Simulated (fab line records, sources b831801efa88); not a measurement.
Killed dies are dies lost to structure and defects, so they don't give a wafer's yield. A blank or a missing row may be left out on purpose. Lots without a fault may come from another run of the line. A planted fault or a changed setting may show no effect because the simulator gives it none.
Tool commonality check | flow sky130 | 14 lots, 42 wafers sampled

WHY IT WAS OPENED
At SKY_NWELL_TW_MEAS_26 the reading NWELL_2_TW is flagged on 2 of 14 lots. Wafers without a fault read 497, standard deviation 4.2.
Rule: a lot is flagged when every wafer of it that has a number lies more than 4 standard deviations from that mean, or none has a number. The other lots count as sound.

lot  | measured     | on            | NWELL_2_TW, wafer by wafer | flag
L878 | day 5 05:55  | film_metro-03 | 500 500 497                |
L880 | day 5 19:59  | film_metro-03 | 500 501 501                |
L881 | day 6 01:51  | film_metro-01 | 499 496 496                |
L882 | day 6 09:15  | film_metro-02 | 492 492 495                |
L885 | day 7 02:28  | film_metro-03 | 504 504 506                |
L887 | day 7 17:08  | film_metro-03 | 506 501 504                |
L889 | day 8 03:38  | film_metro-02 | 492 491 492                |
L890 | day 8 07:57  | film_metro-01 | 495 494 495                |
L891 | day 8 16:07  | film_metro-02 | 30 30 30                   | FLAGGED
L892 | day 8 20:41  | film_metro-02 | 30 30 30                   | FLAGGED
L897 | day 10 01:56 | film_metro-01 | 494 491 497                |
L899 | day 10 13:52 | film_metro-03 | 502 504 496                |
L900 | day 10 18:53 | film_metro-02 | 496 495 497                |
L901 | day 11 01:16 | film_metro-02 | 494 494 494                |
The numbers of the flagged lots are 30 on average: -467 against the usual, or -99 or more standard deviations.

WHICH TOOL RAN EACH LOT
The record holds 2 process steps before the reading, out of a route of 708 steps. In each cell: the tool, then ch and the chambers that the sampled wafers went through, then the start.
lot  | flag    | SKY_NWELL_STRIP_14                   | SKY_NWELL_STRIP_25
L878 |         | plasma_asher-01 ch 0,1, day 4 11:55  | plasma_asher-02 ch 0,1, day 5 05:48
L880 |         | plasma_asher-01 ch 0,1, day 5 02:13  | plasma_asher-01 ch 0,1, day 5 19:54
L881 |         | plasma_asher-01 ch 0,1, day 5 07:03  | plasma_asher-02 ch 0,1, day 6 01:45
L882 |         | plasma_asher-03 ch 0,1, day 5 13:38  | plasma_asher-03 ch 0,1, day 6 09:09
L885 |         | plasma_asher-02 ch 0,1, day 6 06:21  | plasma_asher-01 ch 0,1, day 7 02:22
L887 |         | plasma_asher-01 ch 0,1, day 6 20:42  | plasma_asher-02 ch 0,1, day 7 17:02
L889 |         | plasma_asher-02 ch 0,1, day 7 06:33  | plasma_asher-03 ch 0,1, day 8 03:31
L890 |         | plasma_asher-01 ch 1, day 7 11:06    | plasma_asher-02 ch 0,1, day 8 07:51
L891 | FLAGGED | plasma_asher-01 ch 0,1, day 7 19:12  | plasma_asher-03 ch 0,1, day 8 16:01
L892 | FLAGGED | plasma_asher-02 ch 0,1, day 7 23:19  | plasma_asher-03 ch 0,1, day 8 20:34
L897 |         | plasma_asher-03 ch 0,1, day 9 03:54  | plasma_asher-02 ch 0,1, day 10 01:50
L899 |         | plasma_asher-01 ch 0,1, day 9 16:00  | plasma_asher-03 ch 0,1, day 10 13:45
L900 |         | plasma_asher-01 ch 0,1, day 9 21:19  | plasma_asher-03 ch 0,1, day 10 18:47
L901 |         | plasma_asher-02 ch 0,1, day 10 02:57 | plasma_asher-02 ch 0,1, day 11 01:10
What these steps do:
- SKY_NWELL_STRIP_14: strips in O2/N2.
- SKY_NWELL_STRIP_25: strips in O2/N2.
- SKY_NWELL_TW_MEAS_26

FLAGGED OVER TOTAL, TOOL BY TOOL (the gauges that took the reading come last)
step                 | tool            | lots run | flagged | share of the flagged lots | sound lots run after its first flagged lot
SKY_NWELL_STRIP_14   | plasma_asher-01 | 8        | 1       | some                      | 2 (L899,L900)
SKY_NWELL_STRIP_14   | plasma_asher-02 | 4        | 1       | some                      | 1 (L901)
SKY_NWELL_STRIP_14   | plasma_asher-03 | 2        | 0       | none                      | -
SKY_NWELL_STRIP_25   | plasma_asher-01 | 2        | 0       | none                      | -
SKY_NWELL_STRIP_25   | plasma_asher-02 | 6        | 0       | none                      | -
SKY_NWELL_STRIP_25   | plasma_asher-03 | 6        | 2       | all                       | 2 (L899,L900)
SKY_NWELL_TW_MEAS_26 | film_metro-01   | 3        | 0       | none                      | -
SKY_NWELL_TW_MEAS_26 | film_metro-02   | 6        | 2       | all                       | 2 (L900,L901)
SKY_NWELL_TW_MEAS_26 | film_metro-03   | 5        | 0       | none                      | -

WHAT THE TABLE ALLOWS
2 rows of the table ran every flagged lot: plasma_asher-03 at SKY_NWELL_STRIP_25, film_metro-02 at SKY_NWELL_TW_MEAS_26.
- plasma_asher-03 at SKY_NWELL_STRIP_25: 2 of its 6 lots flagged. Sound lots ran on it after the first flagged one (L899, L900), which a lasting fault on the whole tool wouldn't allow. Its own readings lie more than 4 standard deviations out on every wafer of the flagged lots: strip_time_to_endpoint_s.
- film_metro-02 at SKY_NWELL_TW_MEAS_26: 2 of its 6 lots flagged. Sound lots ran on it after the first flagged one (L900, L901), which a lasting fault on the whole tool wouldn't allow.
No row of the table ran every flagged lot and no sound lot after the first.

WHAT THE SIMULATOR HAD PUT IN
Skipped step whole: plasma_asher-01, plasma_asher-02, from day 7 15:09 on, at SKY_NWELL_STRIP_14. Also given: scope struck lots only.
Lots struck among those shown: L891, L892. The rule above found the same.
